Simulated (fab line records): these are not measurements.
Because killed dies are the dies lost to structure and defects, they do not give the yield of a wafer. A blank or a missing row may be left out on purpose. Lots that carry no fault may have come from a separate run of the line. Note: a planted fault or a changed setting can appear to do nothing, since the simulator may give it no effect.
fab line records | flow sfq-line
record lots=5 wafers=14 last-day=80
route steps=325 shown M2@92 I2@103 M3@118 I3@133 M8@325
lots with no fault: from the same line, run without faults
start-h: start of the lot's first displayed wafer, in hours after the record's first day | wait-h: hours from the lot's prior step to this one | " unchanged from the row above | L1.1+2: a single row standing in for several wafers | - no value present, or no start provided | * or withheld: withheld | < > ~ a bound
route shown NAME@n: NAME is a module with steps in the file, n the number in the route of the first one | usual: the fault-free wafers' mean and standard deviation | same: alike in all rows | chamber/n: place in a boat | sites: readings site by site | _std_site: standard deviation of those values | _edge_site: the outer-site mean with the inner-site mean subtracted | radius-mm: for every site, how far away it sits from the centre of the wafer | mask NAME#n: copy n | behind: the most recent tool/chamber to have shaped the wafer | hold: cause of the lot's hold/its duration in hours/its outcome | device: which transistor (n, p or np) failed to switch | end of line: the same wafers' tests at the end of the route | a step given without rows: its recipe and nothing more | killed: at the first sort, the dies lost to defects and structure; wafer yield is something else | map: shows each die of a wafer: x if killed, . if not, _ if none is there
set.NAME: the setting as run; set.NAME@STEP: as run at that earlier step | model.NAME: the simulator's own value behind a step, which no gauge read
a table for each step, a row for each wafer; lots at some steps of the route
services: a tool's chamber out of use, with start hour (start-h, from the record's first day; less than 0 if before it), hours out, and reason
## steps
# step SFQ_TRILAYER_M2_LITHO_COAT_062
# recipe resist=BARC spin-rpm=3000 resist-thk-nm=62
# step SFQ_TRILAYER_M2_LITHO_COAT_057
# recipe resist=KrF spin-rpm=3000 resist-thk-nm=600
# step SFQ_TRILAYER_M2_LITHO_SOFTBAKE_061
# recipe temp-c=withheld time-s=withheld resist=KrF
# step SFQ_TRILAYER_M2_LITHO_EXPOSE_058
# recipe mask-id=M2 na=0.6 source-shape=conventional sigma-outer=0.65 target-cd-nm=500 dose-mj=14.4
# step SFQ_TRILAYER_M2_LITHO_PEB_060
# recipe peb-temp-c=115 peb-time-s=60 resist=KrF
# step SFQ_TRILAYER_M2_LITHO_DEVELOP_059
# recipe time-s=60 resist=KrF
# step SFQ_M2_OVL_MEAS_916
# usual M2_OVL=1/5.7
# columns lot.wafer tool chamber start-h wait-h M2_OVL[nm]
L725.3 overlay-01 - 549.89 0.1 5
L725.4 " - " " 4
L725.5 " - " " 5
L731.2 overlay-02 - 603.89 0.1 7
L731.4 " - " " 5
L731.5 " - " " 3
L733.2 overlay-01 - 805.14 0.1 -1
L733.5 " - " " 4
L733.6 " - " " -1
L734.1 overlay-02 - 815.11 0.1 -4
L734.2 " - " " 2
L734.6 " - " " 3
L735.1 overlay-02 - 819.91 0.1 2
L735.3 " - " " 0
# step SFQ_TRILAYER_M2_BARC_OPEN_METAL_ETCH_077
# recipe mask-material=PR chemistry=O2 target-depth-nm=125 target=BARC icp-w=600 bias-w=80 pressure-mtorr=10 time-s=41.7
# step SFQ_TRILAYER_M2_ETCH_METAL_ETCH_060
# recipe target=Nb stop-on=SiO2 mask-material=PR chemistry=Cl2/Ar target-depth-nm=240 icp-w=600 bias-w=80 pressure-mtorr=10 time-s=120
# usual drypump-motor-current-A=5.4/0.51 oes-product-au=0.893/0.0066
# columns lot.wafer tool chamber start-h wait-h drypump-motor-current-A oes-product-au rf-hours-counter-h
L725.3 rie-metal-04 0 550.02 0.1 5.2 0.877 -
L725.4 " 1 " " 5.0 0.879 -
L725.5 " 0 " " 5.2 0.892 -
L731.2 rie-metal-03 0 603.98 0.0 6.0 0.889 34
L731.4 " 1 " " 4.9 0.894 -
L731.5 " 0 " " 6.1 0.897 -
L733.2 rie-metal-04 1 805.23 0.0 5.0 0.902 41
L733.5 " 1 " " 5.0 0.898 -
L733.6 " 0 " " 5.2 0.886 -
L734.1 rie-metal-02 1 815.20 0.0 5.6 0.903 80
L734.2 " 0 " " 6.5 0.890 88
L734.6 " 0 " " 6.5 0.892 -
L735.1 rie-metal-03 0 820.00 0.0 6.1 0.895 56
L735.3 " 0 " " 6.1 0.897 -
# step SFQ_TRILAYER_M2_STRIP_STRIP_061
# recipe gas=O2 power-w=200 platen-temp-c=40 overash-fraction=0.65 chemistry=O2 pressure-mtorr=50
# usual drypump-motor-current-A=5.4/0.51 oes-product-au=1.002/0.0066
# columns lot.wafer tool chamber start-h wait-h drypump-motor-current-A oes-product-au rf-hours-counter-h
L725.3 rie-metal-04 0 550.30 0.2 5.3 1.004 -
L725.4 " 1 " " 5.0 1.002 -
L725.5 " 0 " " 5.3 1.009 -
L731.2 rie-metal-03 0 604.10 0.1 6.0 1.005 34
L731.4 " 1 " " 4.9 1.011 -
L731.5 " 0 " " 6.0 1.002 -
L733.2 rie-metal-04 1 805.35 0.1 5.0 1.008 41
L733.5 " 1 " " 5.0 0.998 -
L733.6 " 0 " " 5.3 1.004 -
L734.1 rie-metal-02 1 815.33 0.1 5.5 0.998 80
L734.2 " 0 " " 6.4 1.005 88
L734.6 " 0 " " 6.4 0.990 -
L735.1 rie-metal-03 0 820.13 0.1 6.1 1.000 56
L735.3 " 0 " " 6.1 1.003 -
# step SFQ_TRILAYER_M2_STRIP_SOLV_CLEAN_062
# recipe chemistry=NMP temp-c=70 time-s=600
# step SFQ_TRILAYER_I2_DEP_PECVD_063
# recipe material=SiO2 temp-c=150 time-s=111.11 pressure-torr=2.4 rf-w=183.3 precursor=SiH4/N2O target-thk-nm=500
# step SFQ_TRILAYER_I2_CMP_CMP_064
# recipe material=SiO2 down-force-psi=3 platen-rpm=60 pad-velocity-m-s=0.94248
# usual motor-current-A=10.7/0.99 slurry-filter-dp-kPa=13.50/0.14 time-to-endpoint-s=214/6.4
# columns lot.wafer tool chamber start-h wait-h motor-current-A slurry-filter-dp-kPa time-to-endpoint-s model.SiO2_of_TRILAYER_I2_DEP_PECVD_063.thk-nm
L725.4 cmp-01 0 552.29 1.3 11.4 13.80 219 200.6
L725.3 " 1 " " 11.3 13.65 220 200
L725.5 " 0 554.29 3.3 11.4 13.48 227 200.1
L731.2 cmp-02 2 605.46 0.5 9.7 13.44 204 200.5
L731.4 " 0 606.46 1.5 9.2 13.35 212 200.8
L731.5 " 2 607.46 2.5 9.1 13.52 213 199.4
L733.2 cmp-02 2 807.21 1.0 9.1 13.79 207 199.1
L733.6 " 0 808.21 2.0 9.7 13.22 218 199.6
L733.5 " 1 " " 10.9 13.51 216 199.3
L734.1 cmp-01 1 817.28 1.1 12.3 13.58 219 200.1
L734.2 " 2 " " 9.8 13.26 207 199.6
L734.6 " 1 819.28 3.1 12.7 13.55 218 199.9
L735.3 cmp-01 3 822.78 1.8 11.5 13.35 197 220.1
L735.1 " 2 824.28 3.3 9.9 13.34 195 220.2
# step SFQ_I2_BOW_MEAS_917
# recipe mode=bow
# usual I2_BOW=3/8
# columns lot.wafer tool chamber start-h wait-h I2_BOW[um]
L725.3 film-metro-01 - 554.83 1.5 -4
L725.4 " - " " 6
L725.5 " - " " 16
L731.2 film-metro-04 - 607.98 2.0 -1
L731.4 " - " " 2
L731.5 " - " " 13
L733.2 film-metro-02 - 809.23 1.5 10
L733.5 " - " " 12
L733.6 " - " " 15
L734.1 film-metro-01 - 819.78 2.0 18
L734.2 " - " " 10
L734.6 " - " " 8
L735.1 film-metro-04 - 825.78 1.0 -5
L735.3 " - " " 6
# step SFQ_TRILAYER_I2_METRO_MEASURE_065
# usual thk-nm=200.2/0.91
# columns lot.wafer tool chamber start-h wait-h thk-nm
L725.3 film-metro-01 - 555.31 0.5 199.9
L725.4 " - " " 200.6
L725.5 " - " " 200.0
L731.2 film-metro-04 - 608.28 0.3 200.6
L731.4 " - " " 200.7
L731.5 " - " " 199.7
L733.2 film-metro-02 - 809.53 0.3 199.2
L733.5 " - " " 199.3
L733.6 " - " " 199.7
L734.1 film-metro-01 - 819.90 0.1 200.2
L734.2 " - " " 199.5
L734.6 " - " " 199.9
L735.1 film-metro-04 - 825.90 0.1 220.3
L735.3 " - " " 220.0
# step SFQ_TRILAYER_I2_VIA_LITHO_COAT_072
# recipe resist=BARC spin-rpm=3000 resist-thk-nm=62
# step SFQ_TRILAYER_I2_VIA_LITHO_COAT_067
# recipe resist=KrF spin-rpm=3000 resist-thk-nm=650
# step SFQ_TRILAYER_I2_VIA_LITHO_SOFTBAKE_071
# recipe temp-c=withheld time-s=withheld resist=KrF
# step SFQ_TRILAYER_I2_VIA_LITHO_EXPOSE_068
# recipe mask-id=I2 na=0.6 source-shape=conventional sigma-outer=0.65 target-cd-nm=500 dose-mj=21.3
# step SFQ_TRILAYER_I2_VIA_LITHO_PEB_070
# recipe peb-temp-c=115 peb-time-s=60 resist=KrF
# step SFQ_TRILAYER_I2_VIA_LITHO_DEVELOP_069
# recipe time-s=60 resist=KrF
# step SFQ_I2_OVL_MEAS_918
# usual I2_OVL=-1/5.7
# columns lot.wafer tool chamber start-h wait-h I2_OVL[nm]
L725.3 overlay-02 - 711.62 0.1 1
L725.4 " - " " -4
L725.5 " - " " -3
L731.2 overlay-02 - 721.34 0.1 1
L731.4 " - " " 1
L731.5 " - " " -1
L733.2 overlay-02 - 945.51 0.1 -4
L733.5 " - " " 0
L733.6 " - " " -2
L734.1 overlay-01 - 953.91 0.1 -5
L734.2 " - " " -1
L734.6 " - " " -4
L735.1 overlay-02 - 957.51 0.1 2
L735.3 " - " " -1
# step SFQ_TRILAYER_I2_VIA_BARC_OPEN_VIA_ETCH_096
# recipe mask-material=PR chemistry=O2 target-depth-nm=125 target=BARC source-w=500 bias-w=80 pressure-mtorr=30 time-s=41.7
# step SFQ_TRILAYER_I2_VIA_ETCH_VIA_ETCH_070
# recipe target=SiO2 stop-on=Nb mask-material=PR taper-deg=20 chemistry=CHF3 target-depth-nm=260 source-w=500 bias-w=80 pressure-mtorr=30 time-s=withheld
# usual drypump-motor-current-A=5.6/0.65 oes-product-au=0.855/0.0051
# columns lot.wafer tool chamber start-h wait-h drypump-motor-current-A oes-product-au model.I2.feature-depth-nm model.etch.depth-nm
L725.3 rie-diel-01 0 711.68 0.0 5.7 0.850 200 200
L725.4 " 3 " " 6.5 0.857 200.6 200.6
L725.5 " 1 " " 4.7 0.848 200.1 200.1
L731.2 rie-diel-02 1 721.41 0.0 4.8 0.855 200.5 200.5
L731.4 " 2 " " 5.6 0.847 200.8 200.8
L731.5 " 1 " " 4.8 0.856 199.4 199.4
L733.2 rie-diel-03 1 945.58 0.0 6.5 0.848 199.1 199.1
L733.5 " 0 " " 5.1 0.854 199.3 199.3
L733.6 " 1 " " 6.5 0.856 199.6 199.6
L734.1 rie-diel-02 0 953.98 0.0 6.4 0.850 200.1 200.1
L734.2 " 3 " " 5.8 0.855 199.6 199.6
L734.6 " 1 " " 4.8 0.853 199.9 199.9
L735.1 rie-diel-03 0 957.58 0.0 5.1 0.905 220.2 220.2
L735.3 " 2 " " 6.5 0.907 220.1 220.1
# step SFQ_TRILAYER_I2_VIA_STRIP_STRIP_071
# recipe gas=O2 power-w=200 platen-temp-c=40 overash-fraction=0.65 chemistry=O2 pressure-mtorr=50
# usual drypump-motor-current-A=5.7/0.51 oes-product-au=0.999/0.0063
# columns lot.wafer tool chamber start-h wait-h drypump-motor-current-A oes-product-au rf-hours-counter-h
L725.3 rie-metal-03 0 712.00 - 6.0 1.003 -
L725.4 " 1 " " 4.9 1.005 -
L725.5 " 1 " " 4.9 1.006 -
L731.2 rie-metal-02 0 721.52 - 6.5 1.003 77
L731.4 " 1 " " 5.6 1.002 -
L731.5 " 0 " " 6.5 0.994 -
L733.2 rie-metal-03 1 945.70 - 4.9 1.003 110
L733.5 " 1 " " 4.9 0.998 -
L733.6 " 0 " " 6.0 0.991 -
L734.1 rie-metal-03 1 954.10 - 5.0 0.988 111
L734.2 " 0 " " 6.1 0.992 78
L734.6 " 1 " " 5.0 0.993 -
L735.1 rie-metal-01 0 957.70 - 6.1 0.996 129
L735.3 " 1 " " 5.5 1.000 -
# step SFQ_TRILAYER_I2_VIA_STRIP_SOLV_CLEAN_072
# recipe chemistry=NMP temp-c=70 time-s=600
# step SFQ_TRILAYER_M3_DEP_PRE_CLEAN_074
# recipe gas=Ar time-s=22.5 bias-v=250
# columns lot.wafer tool chamber start-h wait-h model.SiO2_of_TRILAYER_I2_DEP_PECVD_063.thk-nm
L725.3 pvd-sputter-06 - 712.57 0.0 192.5
L725.4 " - " " 193.1
L725.5 " - " " 192.6
L731.2 pvd-sputter-05 - 722.30 0.0 193
L731.4 " - " " 193.3
L731.5 " - " " 191.9
L733.2 pvd-sputter-06 - 946.47 0.0 191.6
L733.5 " - " " 191.8
L733.6 " - " " 192.1
L734.1 pvd-sputter-05 - 954.87 0.0 192.6
L734.2 " - " " 192.1
L734.6 " - " " 192.4
L735.1 pvd-sputter-04 - 958.47 0.0 212.7
L735.3 " - " " 212.6
# step SFQ_TRILAYER_M3_DEP_SPUTTER_073
# recipe material=Nb base-pressure-pa=1.33e-06 chamber-pressure-pa=0.1333 substrate-temp-c=20 resputter-cathode-voltage-v=400 target-thk-nm=200 power-w=2000 time-s=133.3
# usual throttle-valve-pct=30.1/0.92
# columns lot.wafer tool chamber start-h wait-h throttle-valve-pct
L725.3 pvd-sputter-06 - 712.60 0.0 31.2
L725.4 " - " " 28.9
L725.5 " - " " 29.4
L731.2 pvd-sputter-05 - 722.35 0.0 29.3
L731.4 " - " " 29.7
L731.5 " - " " 29.8
L733.2 pvd-sputter-06 - 946.50 0.0 29.0
L733.5 " - " " 30.1
L733.6 " - " " 31.2
L734.1 pvd-sputter-05 - 954.90 0.0 29.9
L734.2 " - " " 29.2
L734.6 " - " " 29.7
L735.1 pvd-sputter-04 - 958.50 0.0 30.7
L735.3 " - " " 29.2
# step SFQ_M3_RS_MEAS_919
# recipe thk-meas-gauge=four-point-probe reads=Nb_of_TRILAYER_M3_DEP_SPUTTER_073
# usual M3_NB_RS=0.889/0.0073
# columns lot.wafer tool chamber start-h wait-h M3_NB_RS[ohm/sq]
L725.3 film-metro-02 - 712.73 0.1 0.890
L725.4 " - " " 0.900
L725.5 " - " " 0.889
L731.2 film-metro-02 - 722.56 0.1 0.889
L731.4 " - " " 0.889
L731.5 " - " " 0.891
L733.2 film-metro-03 - 946.61 0.1 0.895
L733.5 " - " " 0.893
L733.6 " - " " 0.884
L734.1 film-metro-03 - 954.99 0.0 0.887
L734.2 " - " " 0.884
L734.6 " - " " 0.887
L735.1 film-metro-03 - 958.59 0.0 0.891
L735.3 " - " " 0.889
# step SFQ_TRILAYER_M3_LITHO_COAT_080
# recipe resist=BARC spin-rpm=3000 resist-thk-nm=62
# step SFQ_TRILAYER_M3_LITHO_COAT_075
# recipe resist=KrF spin-rpm=3000 resist-thk-nm=600
# step SFQ_TRILAYER_M3_LITHO_SOFTBAKE_079
# recipe temp-c=withheld time-s=withheld resist=KrF
# step SFQ_TRILAYER_M3_LITHO_EXPOSE_076
# recipe mask-id=M3 na=0.6 source-shape=conventional sigma-outer=0.65 target-cd-nm=500 dose-mj=14.4
# step SFQ_TRILAYER_M3_LITHO_PEB_078
# recipe peb-temp-c=115 peb-time-s=60 resist=KrF
# step SFQ_TRILAYER_M3_LITHO_DEVELOP_077
# recipe time-s=60 resist=KrF
# step SFQ_M3_OVL_MEAS_921
# usual M3_OVL=-1/6
# columns lot.wafer tool chamber start-h wait-h M3_OVL[nm]
L725.3 overlay-02 - 856.16 0.1 5
L725.4 " - " " -10
L725.5 " - " " -1
L731.2 overlay-01 - 870.36 0.1 1
L731.4 " - " " 4
L731.5 " - " " 1
L733.2 overlay-02 - 1059.37 0.1 -1
L733.5 " - " " 7
L733.6 " - " " 7
L734.1 overlay-01 - 1071.37 0.1 -4
L734.2 " - " " -6
L734.6 " - " " -7
L735.1 overlay-01 - 1078.57 0.1 6
L735.3 " - " " 9
# step SFQ_TRILAYER_M3_BARC_OPEN_METAL_ETCH_100
# recipe mask-material=PR chemistry=O2 target-depth-nm=125 target=BARC icp-w=600 bias-w=80 pressure-mtorr=10 time-s=41.7
# step SFQ_TRILAYER_M3_ETCH_METAL_ETCH_078
# recipe target=Nb stop-on=SiO2 mask-material=PR chemistry=Cl2/Ar target-depth-nm=240 icp-w=600 bias-w=80 pressure-mtorr=10 time-s=120
# step SFQ_TRILAYER_M3_STRIP_STRIP_079
# recipe gas=O2 power-w=200 platen-temp-c=40 overash-fraction=0.65 chemistry=O2 pressure-mtorr=50
# step SFQ_TRILAYER_M3_STRIP_SOLV_CLEAN_080
# recipe chemistry=NMP temp-c=70 time-s=600
# step SFQ_TRILAYER_I3_DEP_PECVD_081
# recipe material=SiO2 temp-c=150 time-s=111.11 pressure-torr=2.4 rf-w=183.3 precursor=SiH4/N2O target-thk-nm=500
# usual heater-power-w=83/18 susceptor-temp-C=150.01/0.14 throttle-valve-pct=25.1/1.2
# columns lot.wafer tool chamber start-h wait-h heater-power-w susceptor-temp-C throttle-valve-pct
L725.3 pecvd-03 1 857.15 0.0 70 150.12 25.6
L725.4 " 2 " " 43 149.99 26.1
L725.5 " 1 " " 75 150.43 25.5
L731.2 pecvd-04 1 871.35 0.0 79 150.12 26.7
L731.4 " 1 " " 82 150.05 26.1
L731.5 " 2 " " 118 149.93 27.0
L733.2 pecvd-02 2 1061.15 0.0 88 150.14 23.9
L733.5 " 0 " " 108 150.12 24.6
L733.6 " 1 " " 69 149.94 25.1
L734.1 pecvd-03 2 1072.38 0.0 52 149.90 26.6
L734.2 " 1 " " 78 150.10 26.2
L734.6 " 0 " " 98 149.99 24.6
L735.1 pecvd-02 0 1079.58 0.0 119 149.92 25.0
L735.3 " 1 " " 79 150.31 25.1
# step SFQ_M8_BOW_MEAS_951
# recipe mode=bow
# usual M8_BOW=8/11
# columns lot.wafer tool chamber start-h wait-h M8_BOW[um] model.etest.i2.link-ohm
L725.3 film-metro-01 - 1802.91 0.0 -1 1.978
L725.4 " - " " 7 1.994
L725.5 " - " " 17 1.967
L731.2 film-metro-02 - 1876.01 0.0 6 1.981
L731.4 " - " " 10 1.975
L731.5 " - " " 21 1.974
L733.2 film-metro-04 - 1900.74 0.0 7 1.968
L733.5 " - " " 10 1.978
L733.6 " - " " 13 1.967
L734.1 film-metro-04 - 1905.52 0.0 32 1.957
L734.2 " - " " 23 1.955
L734.6 " - " " 21 1.958
L735.1 film-metro-02 - 1915.12 0.0 4 1.981
L735.3 " - " " 16 1.984
## services
# columns tool chamber start-h hours kind
pvd-sputter-06 - 536.26 5.8 repair
pvd-sputter-05 - 552.67 10.8 repair
rie-metal-02 0 561.76 15.5 repair
rie-metal-04 1 564.81 3.6 repair
rie-metal-03 - 574.20 4.0 pm
pvd-sputter-05 - 595.01 3.6 repair
pvd-sputter-05 - 596.20 8.8 repair
rie-metal-04 - 607.04 2.2 repair
pvd-sputter-05 - 615.37 5.1 repair
rie-metal-04 - 621.08 0.3 repair
rie-metal-04 1 664.78 5.8 repair
rie-metal-03 0 674.93 2.2 repair
rie-metal-02 - 718.40 2.8 pm
rie-metal-04 - 771.17 2.5 repair
rie-metal-03 0 781.39 11.5 repair
pvd-sputter-06 - 788.84 1.9 repair
pvd-sputter-05 - 827.66 2.2 repair
rie-metal-03 0 878.83 2.5 repair
rie-metal-03 - 882.87 0.7 repair
pvd-sputter-06 - 903.01 3.6 repair
rie-metal-04 1 931.34 13.9 repair
pvd-sputter-05 - 955.95 3.6 repair
rie-metal-04 0 1010.97 14.9 repair
rie-metal-04 - 1031.18 2.8 pm
## key
first-sign step=SFQ_TRILAYER_I2_CMP_CMP_064 reading=time-to-endpoint-s direction=down sigmas=2.8 usual=* struck=*
effect step=SFQ_TRILAYER_I2_METRO_MEASURE_065 reading=thk-nm direction=up sigmas=22 usual=200.2 struck=220.2
effect step=SFQ_TRILAYER_I2_VIA_ETCH_VIA_ETCH_070 reading=oes-product-au direction=up sigmas=10 usual=0.855 struck=0.906
model-effect step=SFQ_TRILAYER_I2_CMP_CMP_064 value=SiO2_of_TRILAYER_I2_DEP_PECVD_063.thk-nm without=200.2 struck=220.2
model-effect step=SFQ_TRILAYER_I2_VIA_ETCH_VIA_ETCH_070 value=I2.feature-depth-nm without=200.2 struck=220.2
model-effect step=SFQ_TRILAYER_M3_DEP_PRE_CLEAN_074 value=SiO2_of_TRILAYER_I2_DEP_PECVD_063.thk-nm without=192.7 struck=212.7
model-effect step=SFQ_M8_BOW_MEAS_951 value=etest.i2.link-ohm without=1.964 struck=1.983
met-at SFQ_TRILAYER_I2_CMP_CMP_064
struck-wafers L735.1,L735.3
fault kind=process-parameter-drift tool=cmp-01 chamber=- onset-h=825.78 steps=SFQ_TRILAYER_I2_CMP_CMP_064 channel=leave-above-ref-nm offset=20 shape=step end-h=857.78 scope=struck-wafers-only acts-in=these-recipes-only stated=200
